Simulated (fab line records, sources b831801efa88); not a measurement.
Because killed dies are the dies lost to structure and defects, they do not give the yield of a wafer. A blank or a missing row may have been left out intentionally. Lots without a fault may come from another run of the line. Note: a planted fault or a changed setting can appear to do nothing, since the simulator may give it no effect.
A lot that was struck, set against a sound lot    flow sky130    18 steps out of a route of 708
Sound: wafers L976.3, L976.4, L976.5. Wafers struck: L986.2, L986.4, L986.6. The cause is given at the end.
At each step with rows: each side's tool, then ch and its chambers, then its first start. Under that, the readings that differ: sound wafers    struck wafers    difference of the means    sigmas: that difference in standard deviations of wafers without a fault.
alike: readings with means less than 2 such deviations apart, plus words and numbers identical on both sides. not compared: withheld readings, readings lacking a value on some wafer, bounds such as >300 that could conceal the same value, and numbers that have no deviation in the record and whose values overlap.
A row with sigmas, a row that says differs or no value, or rows on one side alone: a step with any of these is where the two part. When numbers do not overlap yet have no deviation, they are printed without sigmas and do not part them. A reading that every wafer of one side lacks parts them only if that side has two wafers or more.

first, 2 steps without rows for these wafers: SKY_GATE_OXIDE_CLEAN_00 (cleans in SC1/SC2, time 150 s); SKY_GATE_OXIDE_OXIDATION_01 (stabilise 600 s, purge 300 s, target thk 10.268 nm).
SKY_GATE_OXIDE_THK_MEAS_02:
  sound on film_metro-02, day 14 13:59; struck on film_metro-04, day 19 02:13
  alike: GATE_OXIDE_OXIDATION_00_THK
then, 7 steps without rows for these wafers: SKY_GATE_OXIDE_DEHYDRATE_03 (time 60 s); SKY_GATE_OXIDE_HMDS_04 (prime time 60 s); SKY_GATE_OXIDE_COAT_05 (resist thk 1140 nm); SKY_GATE_OXIDE_SOFTBAKE_06 (time 60 s); SKY_GATE_OXIDE_EXPOSE_07 (exposes mask LVOM, target cd 600 nm); SKY_GATE_OXIDE_PEB_08; SKY_GATE_OXIDE_DEVELOP_09 (develop time 60 s).
SKY_GATE_OXIDE_OVL_MEAS_10:
  sound on overlay-02, day 15 16:58; struck on overlay-01, day 20 08:56
  alike: GATE_OXIDE_OVL
following that, these wafers have no rows for 1 step: SKY_GATE_OXIDE_IMPLANT_11.
SKY_GATE_OXIDE_WET_ETCH_12: etches SiO2 in dHF, target depth 16.8 nm, time 336 s.
  sound on wet_bench-04 ch 1, day 15 17:08; struck on wet_bench-04 ch 3, day 20 09:07
reading                                     sound              struck             difference  sigmas
run_length_s (s)                            361 361 361        186 186 186        -175        -58
model.SiO2_of_FIELD_ISO_CVD_24.thk_nm (nm)  365.1 365.5 366.2  375.1 372.6 375.7  +8.9        
SKY_GATE_OXIDE_STRIP_13: strips in O2/N2.
  sound on plasma_asher-03 ch 0,1, day 15 17:17; struck on plasma_asher-03 ch 0,1, day 20 09:14
reading                         sound                 struck                difference  sigmas
chamber_pressure_mTorr (mTorr)  1502.3 1501.1 1502.3  1497.9 1500.2 1498.7  -3.0        -2
  alike: drypump_motor_current_A, oes_product_au, strip_time_to_endpoint_s
  not compared: rf_hours_counter_h
SKY_GATE_OXIDE_TW_MEAS_14:
  sound on film_metro-02, day 15 17:22; struck on film_metro-02, day 20 09:21
  alike: GATE_OXIDE_TW
SKY_GATE_OXIDE_CLEAN_15: cleans in SC1/SC2, time 150 s.
  sound on wet_bench-03 ch 2, day 15 17:24; struck on wet_bench-03 ch 0, day 20 09:24
reading                                     sound              struck           difference  sigmas
model.SiO2_of_FIELD_ISO_CVD_24.thk_nm (nm)  364.4 364.8 365.6  374.4 371.9 375  +8.8        
then, 1 step without rows for these wafers: SKY_GATE_OXIDE_OXIDATION_16 (stabilise 600 s, purge 300 s, target thk 3.57 nm).
-- a jump in the record: the struck wafers' starts before and after are 30 days apart (it breaks off in module GATE_OXIDE and resumes in module PAD_OPEN, where the first step shown is number 708 of the route) --
SKY_PAD_OPEN_PROBE_99:
  sound on prober-01, day 47 02:50; struck on prober-01, day 50 07:05
reading              sound     struck                                                                difference                    sigmas
hold                 - - -     await_dispo/3.5h/scrap await_dispo/3.5h/scrap await_dispo/3.5h/scrap  no value on the sound wafers  
killed_at_front_end  8 10 14   428 425 436                                                           +419                          +95
killed_dies          68 91 84  492 492 492                                                           +411                          +42
killed_on_rim        16 14 14  96 96 96                                                              +81                           +22
  alike: killed_at_M0_to_M3, killed_at_M4_up, killed_at_contacts, killed_at_other, killed_open, killed_short

## WHERE THEY PART
First at SKY_GATE_OXIDE_WET_ETCH_12; last, within this record, at SKY_PAD_OPEN_PROBE_99.

WHY: whatever the simulator had introduced
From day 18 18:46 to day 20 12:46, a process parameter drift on wet_bench-04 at SKY_GATE_OXIDE_WET_ETCH_12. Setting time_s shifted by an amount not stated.
